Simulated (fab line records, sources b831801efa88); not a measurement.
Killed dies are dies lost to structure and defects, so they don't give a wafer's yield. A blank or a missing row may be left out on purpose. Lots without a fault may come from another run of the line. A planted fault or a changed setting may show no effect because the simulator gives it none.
Which tool did it? | flow sky130 | 13 lots, 39 wafers sampled, at 5 steps of a route of 708

WHAT THE GAUGES READ, wafer by wafer
SKY_VT_ADJUST_NCORE_TW_MEAS_11. Usual: VT_ADJUST_NCORE_TW 220.4, standard deviation 1.4.
lot  | measured     | on            | VT_ADJUST_NCORE_TW | flag
L691 | day 8 08:31  | film_metro-03 | 221.6 220.3 222.3  |
L692 | day 8 20:55  | film_metro-03 | 223.1 220.4 220.2  |
L693 | day 9 02:29  | film_metro-02 | 219.8 218.5 218.7  |
L695 | day 9 15:35  | film_metro-02 | 219.3 219.0 218.6  |
L697 | day 10 09:04 | film_metro-01 | 218.7 217.7 218.0  |
L698 | day 10 14:58 | film_metro-02 | 219.7 219.4 220.2  |
L699 | day 10 22:10 | film_metro-03 | 220.8 221.0 222.1  |
L703 | day 12 02:25 | film_metro-01 | 219.9 219.2 218.2  |
L705 | day 12 14:08 | film_metro-03 | 222.9 221.0 222.2  |
L708 | day 13 10:56 | film_metro-02 | 219.5 219.1 219.4  |
L711 | day 14 07:23 | film_metro-03 | 221.1 220.6 221.3  |
L712 | day 14 16:47 | film_metro-03 | 220.1 221.0 221.8  |
L713 | day 14 21:07 | film_metro-02 | 219.2 220.4 220.2  |

SKY_SONOS_TUNNEL_CD_MEAS_07: target cd 410 nm. Usual: cd_nm 409.7 nm, standard deviation 2.5.
lot  | measured     | on        | cd_nm (nm)        | flag
L691 | day 11 00:53 | cd_sem-01 | 408.9 410.4 408.7 |
L692 | day 11 16:47 | cd_sem-02 | 410.3 410.9 410.0 |
L693 | day 11 21:34 | cd_sem-01 | 411.4 410.0 409.1 |
L695 | day 12 13:22 | cd_sem-01 | 407.9 409.3 406.4 |
L697 | day 13 07:23 | cd_sem-01 | 411.1 409.5 409.8 |
L698 | day 13 15:38 | cd_sem-02 | 405.7 407.0 408.4 |
L699 | day 13 22:44 | cd_sem-01 | 405.2 404.8 404.1 |
L703 | day 15 07:40 | cd_sem-01 | 414.2 412.0 413.7 |
L705 | day 15 21:08 | cd_sem-01 | 412.2 411.7 410.1 |
L708 | day 16 19:26 | cd_sem-02 | 412.7 411.7 411.0 |
L711 | day 17 18:52 | cd_sem-01 | 411.5 411.5 410.5 |
L712 | day 18 06:08 | cd_sem-01 | 410.8 411.5 410.9 |
L713 | day 18 10:57 | cd_sem-01 | 406.6 405.5 406.3 |

SKY_SONOS_TUNNEL_TW_MEAS_12. Usual: SONOS_TUNNEL_TW 196.8, standard deviation 2.
lot  | measured     | on            | SONOS_TUNNEL_TW   | flag
L691 | day 11 01:26 | film_metro-03 | 200.1 200.5 199.2 |
L692 | day 11 17:22 | film_metro-04 | 195.2 194.1 194.0 |
L693 | day 11 22:08 | film_metro-04 | 194.2 193.2 192.5 |
L695 | day 12 13:57 | film_metro-02 | 197.0 196.6 197.0 |
L697 | day 13 07:58 | film_metro-03 | 199.4 200.5 199.2 |
L698 | day 13 16:12 | film_metro-03 | 199.0 199.4 199.7 |
L699 | day 13 23:19 | film_metro-02 | 196.9 196.8 197.2 |
L703 | day 15 08:14 | film_metro-04 | 195.3 195.1 195.6 |
L705 | day 15 21:41 | film_metro-03 | 198.6 198.5 199.0 |
L708 | day 16 20:01 | film_metro-03 | 197.7 196.0 196.4 |
L711 | day 17 19:26 | film_metro-02 | 198.0 197.0 197.3 |
L712 | day 18 06:43 | film_metro-02 | 195.3 196.2 196.4 |
L713 | day 18 11:31 | film_metro-03 | 198.4 198.2 199.1 |

SKY_GATE_OXIDE_THK_MEAS_02. Usual: GATE_OXIDE_OXIDATION_00_THK 10.34 nm, standard deviation 0.2.
lot  | measured     | on            | GATE_OXIDE_OXIDATION_00_THK (nm) | flag
L691 | day 12 12:07 | film_metro-03 | 10.34 10.55 10.21                |
L692 | day 13 02:08 | film_metro-03 | 10.60 10.52 10.59                |
L693 | day 13 06:25 | film_metro-04 | 10.18 9.96 10.16                 |
L695 | day 13 22:35 | film_metro-03 | 10.42 10.29 10.25                |
L697 | day 14 16:56 | film_metro-04 | 10.16 10.05 10.01                |
L698 | day 14 23:38 | film_metro-01 | 10.50 10.41 10.29                |
L699 | day 15 12:03 | film_metro-03 | 10.64 10.59 10.64                |
L703 | day 16 19:08 | film_metro-03 | 8.74 8.64 8.73 8.76 8.63 8.75    | OFF
L705 | day 17 10:57 | film_metro-04 | 8.92 8.95 9.08 8.98 8.99 9.06    | OFF
L708 | day 18 11:07 | film_metro-04 | 10.35 10.34 10.29                |
L711 | day 19 07:37 | film_metro-03 | 10.31 10.34 10.42                |
L712 | day 19 19:40 | film_metro-03 | 10.13 10.05 10.13                |
L713 | day 20 01:30 | film_metro-04 | 10.30 10.07 10.21                |

WHICH TOOL RAN EACH LOT (tool, then ch and the chambers of the sampled wafers, then the start)
lot  | SKY_GATE_OXIDE_OXIDATION_01
L691 | furnace-01 ch 0, day 12 10:41
L692 | furnace-02 ch 0, day 13 00:43
L693 | furnace-02 ch 0, day 13 04:59
L695 | furnace-02 ch 0, day 13 21:10
L697 | furnace-02 ch 0, day 14 15:31
L698 | furnace-01 ch 0, day 14 22:13
L699 | furnace-01 ch 0, day 15 10:38
L703 | furnace-01 ch 0, day 16 17:43
L705 | furnace-01 ch 0, day 17 09:31
L708 | furnace-02 ch 0, day 18 09:42
L711 | furnace-02 ch 0, day 19 06:13
L712 | furnace-02 ch 0, day 19 18:15
L713 | furnace-01 ch 0, day 20 00:05
- SKY_GATE_OXIDE_OXIDATION_01: stabilise 600 s, purge 300 s, target thk 10.268 nm.

WHAT THE TOOLS THEMSELVES READ (means of the sampled wafers that have a number; where no wafer has one, the mark that the record gives instead)
SKY_GATE_OXIDE_OXIDATION_01. Usual: spike_tc_centre_C 899.7 C, standard deviation 1.4; zone_power_centre_pct 16.5 %, standard deviation 1.2.
lot  | tool       | spike_tc_centre_C (C) | zone_power_centre_pct (%) | flag
L691 | furnace-01 | 898.0                 | 18.0                      |
L692 | furnace-02 | 900.0                 | 15.5                      |
L693 | furnace-02 | 901.1                 | 15.4                      |
L695 | furnace-02 | 900.4                 | 15.3                      |
L697 | furnace-02 | 899.4                 | 15.6                      |
L698 | furnace-01 | 898.7                 | 17.8                      |
L699 | furnace-01 | 898.9                 | 18.0                      |
L703 | furnace-01 | 898.2                 | 17.7                      |
L705 | furnace-01 | 898.8                 | 17.9                      |
L708 | furnace-02 | 900.7                 | 15.5                      |
L711 | furnace-02 | 900.4                 | 15.6                      |
L712 | furnace-02 | 900.4                 | 15.5                      |
L713 | furnace-01 | 898.0                 | 17.8                      |

THE ANSWER, worked out from the rows above alone
Rule: a lot is off if the mean of its wafers that have a number lies more than 3 standard deviations from the usual mean. A lot without any number at a reading at which 4 lots or more have one is off too. The other lots that the step has rows for count as sound. The gauges are gone through in route order, then the tools' own readings, and for those a lot's mean is taken as printed above. The first step at which some lot is off is used, and at that step the reading that is off furthest; a lot without a number counts as furthest.
Off: L703, L705, at SKY_GATE_OXIDE_THK_MEAS_02 (GATE_OXIDE_OXIDATION_00_THK).
A tool fits if, at a process step before that reading, it ran every lot that is off, and no sound lot after the first of them. The gauges at SKY_GATE_OXIDE_THK_MEAS_02 are tried like those tools. None of those tried fits.

WHAT THE SIMULATOR HAD PUT IN
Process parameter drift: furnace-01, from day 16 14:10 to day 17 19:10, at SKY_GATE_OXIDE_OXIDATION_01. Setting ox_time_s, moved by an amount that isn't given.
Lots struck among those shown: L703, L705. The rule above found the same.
